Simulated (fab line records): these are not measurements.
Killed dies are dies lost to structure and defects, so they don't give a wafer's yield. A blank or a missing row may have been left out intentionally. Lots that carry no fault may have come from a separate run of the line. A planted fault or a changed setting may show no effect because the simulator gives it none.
Comparing a struck lot with a sound one    flow sfq line    34 steps out of a route of 325
Sound: these wafers, L492.1, L492.3, L492.6. The struck wafers were L483.3, L483.5, L483.6. Last of all comes the cause.
Per side, at each step with rows, come the tool, then ch with its chambers, and then its first start. Under that, the readings that differ: sound wafers    struck wafers    difference of the means    sigmas: that difference in standard deviations of wafers without a fault.
alike: same words and numbers on both sides, and readings whose means sit less than 2 such deviations apart. not compared: any withheld reading, any reading some wafer has no value for, any bound like >300 that may hide the same value, and any number with overlapping values for which the record gives no deviation.
A row with sigmas, a row that says differs or no value, or rows on one side alone: a step with any of these is where the two part. Non-overlapping numbers with no deviation appear without sigmas and do not part them. A reading that every wafer of one side lacks parts them only if that side has two wafers or more.

first, 6 steps without rows for these wafers: SFQ_TRILAYER_M6_LITHO_COAT_164 (resist thk 62 nm); SFQ_TRILAYER_M6_LITHO_COAT_159 (resist thk 600 nm); SFQ_TRILAYER_M6_LITHO_SOFTBAKE_163; SFQ_TRILAYER_M6_LITHO_EXPOSE_160 (exposes mask M6, target cd 500 nm); SFQ_TRILAYER_M6_LITHO_PEB_162 (peb time 60 s); SFQ_TRILAYER_M6_LITHO_DEVELOP_161 (time 60 s).
SFQ_M6_OVL_MEAS_940:
  sound on overlay-01 at day 70 11:38; struck on overlay-02 at day 67 07:32
  alike: M6_OVL
SFQ_TRILAYER_M6_BARC_OPEN_METAL_ETCH_206: etches BARC in O2, target depth 125 nm, time 41.7 s.
  sound on rie metal-03 ch 0,1, day 70 11:40; struck on rie metal-02 ch 0,1, day 67 07:35
  alike: drypump motor current A, he backside leak sccm, oes product au
  not compared: rf hours counter h
SFQ_TRILAYER_M6_ETCH_METAL_ETCH_162: etches Nb in Cl2/Ar, stops on SiO2, target depth 240 nm, time 120 s.
  sound on rie metal-03 ch 0,1, day 70 11:43; struck on rie metal-02 ch 0,1, day 67 07:40
  alike: drypump motor current A, he backside leak sccm, oes product au
  not compared: rf hours counter h
SFQ_TRILAYER_M6_STRIP_STRIP_163: strips in O2.
  sound on rie metal-03 ch 0,1, day 70 11:51; struck on rie metal-02 ch 0,1, day 67 07:57
  alike: drypump motor current A, he backside leak sccm, oes product au
  not compared: rf hours counter h
then, 1 step without rows for these wafers: SFQ_TRILAYER_M6_STRIP_SOLV_CLEAN_164 (cleans in NMP, time 600 s).
SFQ_TRILAYER_I6_DEP_PECVD_165: deposits SiO2 from SiH4/N2O, time 111.11 s, target thk 500 nm.
  sound on pecvd-02 ch 0,1, day 70 12:37; struck on pecvd-04 ch 1,2, day 67 08:31
  no value came back on the struck wafers for chamber pressure Torr (Torr), heater power outer w (W), heater power w (W), throttle valve pct (%); on the sound wafers chamber pressure Torr (Torr) reads 2.402 2.404 2.403
SFQ_TRILAYER_I6_CMP_CMP_166: polishes SiO2.
  sound on cmp-02 ch 0,2,3, day 70 16:06; struck on cmp-02 ch 2,3, day 68 16:26
reading                  sound              struck             difference                     sigmas
head pressure psi (psi)  3.005 3.014 3.005  2.994 2.996 2.988  -0.015                         -2
time to endpoint s (s)   227 225 229        - - -              no value on the struck wafers  
  alike: motor current A
SFQ_I6_BOW_MEAS_941:
  sound on film metro-01 at day 70 18:06; struck on film metro-02 at day 68 19:29
  alike: I6_BOW
SFQ_TRILAYER_I6_METRO_MEASURE_167:
  sound on film metro-01 at day 70 18:13; struck on film metro-02 at day 68 19:58
then, 6 steps without rows for these wafers: SFQ_TRILAYER_I6_VIA_LITHO_COAT_174 (resist thk 62 nm); SFQ_TRILAYER_I6_VIA_LITHO_COAT_169 (resist thk 650 nm); SFQ_TRILAYER_I6_VIA_LITHO_SOFTBAKE_173; SFQ_TRILAYER_I6_VIA_LITHO_EXPOSE_170 (exposes mask I6, target cd 700 nm); SFQ_TRILAYER_I6_VIA_LITHO_PEB_172 (peb time 60 s); SFQ_TRILAYER_I6_VIA_LITHO_DEVELOP_171 (time 60 s).
SFQ_I6_OVL_MEAS_942:
  sound on overlay-02 at day 70 23:38; struck on overlay-01 at day 69 03:35
  alike: I6_OVL
SFQ_TRILAYER_I6_VIA_BARC_OPEN_VIA_ETCH_235: etches BARC in O2, target depth 125 nm, time 41.7 s.
  sound on rie diel-03 ch 0,1,2, day 70 23:40; struck on rie diel-04 ch 0,1,3, day 69 03:37
  alike: drypump motor current A, oes product au
  not compared: rf hours counter h
SFQ_TRILAYER_I6_VIA_ETCH_VIA_ETCH_172: etches SiO2 in CHF3, stops on Nb, target depth 260 nm.
  sound on rie diel-03 ch 0,1,2, day 70 23:42; struck on rie diel-04 ch 0,1,3, day 69 03:39
reading                   sound              struck             difference  sigmas
oes product au (a.u.)     0.854 0.851 0.854  0.380 0.374 0.371  -0.478      -96
model.etch.depth nm (nm)  199.3 201 200.7    0 0 0              -200        
  alike: drypump motor current A
then, 4 steps without rows for these wafers: SFQ_TRILAYER_I6_VIA_STRIP_STRIP_173 (strips in O2); SFQ_TRILAYER_I6_VIA_STRIP_SOLV_CLEAN_174 (cleans in NMP, time 600 s); SFQ_TRILAYER_M7_DEP_PRE_CLEAN_176 (time 22.5 s); SFQ_TRILAYER_M7_DEP_SPUTTER_175 (material Nb, target thk 200 nm, time 133.3 s).
SFQ_M7_RS_MEAS_943: uses a four-point probe to measure.
  sound on film metro-03 at day 71 00:43; struck on film metro-03 at day 69 04:42
  alike: M7_NB_RS
then, 3 steps without rows for these wafers: SFQ_TRILAYER_M7_LITHO_COAT_182 (resist thk 62 nm); SFQ_TRILAYER_M7_LITHO_COAT_177 (resist thk 600 nm); SFQ_TRILAYER_M7_LITHO_SOFTBAKE_181.
SFQ_TRILAYER_M7_LITHO_EXPOSE_178: exposes mask M7, target cd 500 nm.
  struck on krf scanner-02, day 69 11:38; sound on krf scanner-02 ch 0, day 71 02:56
  no value came back on the struck wafers for exposure dose mJ cm2, focus offset nm (nm), na, sigma outer; on the sound wafers exposure dose mJ cm2 reads 14.390 14.384 14.407
  alike: mask
then, 1 step without rows for these wafers: SFQ_TRILAYER_M7_LITHO_PEB_180 (peb time 60 s).

## WHERE THEY PART
Earliest at SFQ_TRILAYER_I6_DEP_PECVD_165; latest, in this record, at SFQ_TRILAYER_M7_LITHO_EXPOSE_178.

WHY: whatever the simulator had introduced
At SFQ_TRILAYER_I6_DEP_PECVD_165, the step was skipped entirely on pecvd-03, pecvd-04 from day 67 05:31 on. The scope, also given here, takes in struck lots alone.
